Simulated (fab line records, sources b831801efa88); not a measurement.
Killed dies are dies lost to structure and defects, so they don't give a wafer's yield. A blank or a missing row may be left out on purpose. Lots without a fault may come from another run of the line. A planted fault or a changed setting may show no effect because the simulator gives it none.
A struck lot beside a sound one | flow sfq_line | 14 steps out of a route of 325
Sound: wafers L695.1, L695.3, L695.5. Struck: wafer L711.2. (L711.3 of the same lot was not struck and is left out.) The cause comes at the end.
At each step with rows: each side's tool, then ch and its chambers, then its first start. Under that, the readings that differ: sound wafers | struck wafers | difference of the means | sigmas: that difference in standard deviations of wafers without a fault.
alike: readings whose means differ by less than 2 such deviations, and words and numbers that are the same on both sides. not compared: withheld readings, readings that some wafer has no value for, bounds like >300 that may hide the same value, and numbers for which the record gives no deviation and whose values overlap.
The two part at a step that has a row with sigmas, a row that says differs or no value, or rows on one side only. Numbers that don't overlap but have no deviation are shown without sigmas and don't part them. A reading that every wafer of one side lacks parts them only if that side has two wafers or more.

first, 2 steps without rows for these wafers: SFQ_TRILAYER_C5_STRIP_SOLV_CLEAN_156 (cleans in NMP, time 600 s); SFQ_TRILAYER_M6_DEP_PRE_CLEAN_158 (time 22.5 s).
SFQ_TRILAYER_M6_DEP_SPUTTER_157: material Nb, target thk 200 nm, time 133.3 s.
  sound on pvd_sputter-06, day 63 15:22; struck on pvd_sputter-03, day 67 11:46
  alike: throttle_valve_pct
SFQ_M6_RS_MEAS_938: measures by four-point-probe.
  sound on film_metro-01, day 63 15:27; struck on film_metro-02, day 67 11:52
  alike: M6_NB_RS
then, 6 steps without rows for these wafers: SFQ_TRILAYER_M6_LITHO_COAT_164 (resist thk 62 nm); SFQ_TRILAYER_M6_LITHO_COAT_159 (resist thk 600 nm); SFQ_TRILAYER_M6_LITHO_SOFTBAKE_163; SFQ_TRILAYER_M6_LITHO_EXPOSE_160 (exposes mask M6, target cd 500 nm); SFQ_TRILAYER_M6_LITHO_PEB_162 (peb time 60 s); SFQ_TRILAYER_M6_LITHO_DEVELOP_161 (time 60 s).
-- the record jumps here: 5 days lie between the struck wafers' starts before and after --
SFQ_M6_OVL_MEAS_940:
  sound on overlay-02, day 63 17:53; struck on overlay-01, day 72 05:10
  alike: M6_OVL
SFQ_TRILAYER_M6_BARC_OPEN_METAL_ETCH_206: etches BARC in O2, target depth 125 nm, time 41.7 s.
  sound on rie_metal-03 ch 1, day 63 17:55; struck on rie_metal-03 ch 1, day 72 05:11
  reading                                             | sound             | struck | difference | sigmas
  oes_product_au (a.u.)                               | 0.690 0.679 0.685 | 0.845  | +0.160     | +36
  run_length_s (s)                                    | 69.8 69.9 70.1    | 59.7   | -10.2      | -27
  model.KrF_of_TRILAYER_M6_LITHO_COAT_159.thk_nm (nm) | 525 523.3 522.9   | 535.7  | +12.0      |
  alike: drypump_motor_current_A
  not compared: rf_hours_counter_h
SFQ_TRILAYER_M6_ETCH_METAL_ETCH_162: etches Nb in Cl2/Ar, stops on SiO2, target depth 240 nm, time 120 s.
  sound on rie_metal-03 ch 1, day 63 17:58; struck on rie_metal-03 ch 1, day 72 05:15
  reading                                             | sound             | struck | difference | sigmas
  model.KrF_of_TRILAYER_M6_LITHO_COAT_159.thk_nm (nm) | 382.6 381.3 381.8 | 394.3  | +12.4      |
  alike: drypump_motor_current_A, oes_product_au, run_length_s
  not compared: rf_hours_counter_h
SFQ_TRILAYER_M6_STRIP_STRIP_163: strips in O2.
  sound on rie_metal-03 ch 1, day 63 18:06; struck on rie_metal-03 ch 1, day 72 05:23
  alike: drypump_motor_current_A, oes_product_au
  not compared: rf_hours_counter_h

WHERE THEY PART
Only at SFQ_TRILAYER_M6_BARC_OPEN_METAL_ETCH_206, within this record. Later steps at which nothing parts them and some readings are alike: SFQ_TRILAYER_M6_ETCH_METAL_ETCH_162, SFQ_TRILAYER_M6_STRIP_STRIP_163.

WHY: what the simulator had put in
Process parameter drift: rie_metal-03, from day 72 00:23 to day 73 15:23, at SFQ_TRILAYER_M6_BARC_OPEN_METAL_ETCH_206. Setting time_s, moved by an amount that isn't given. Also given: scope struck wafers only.
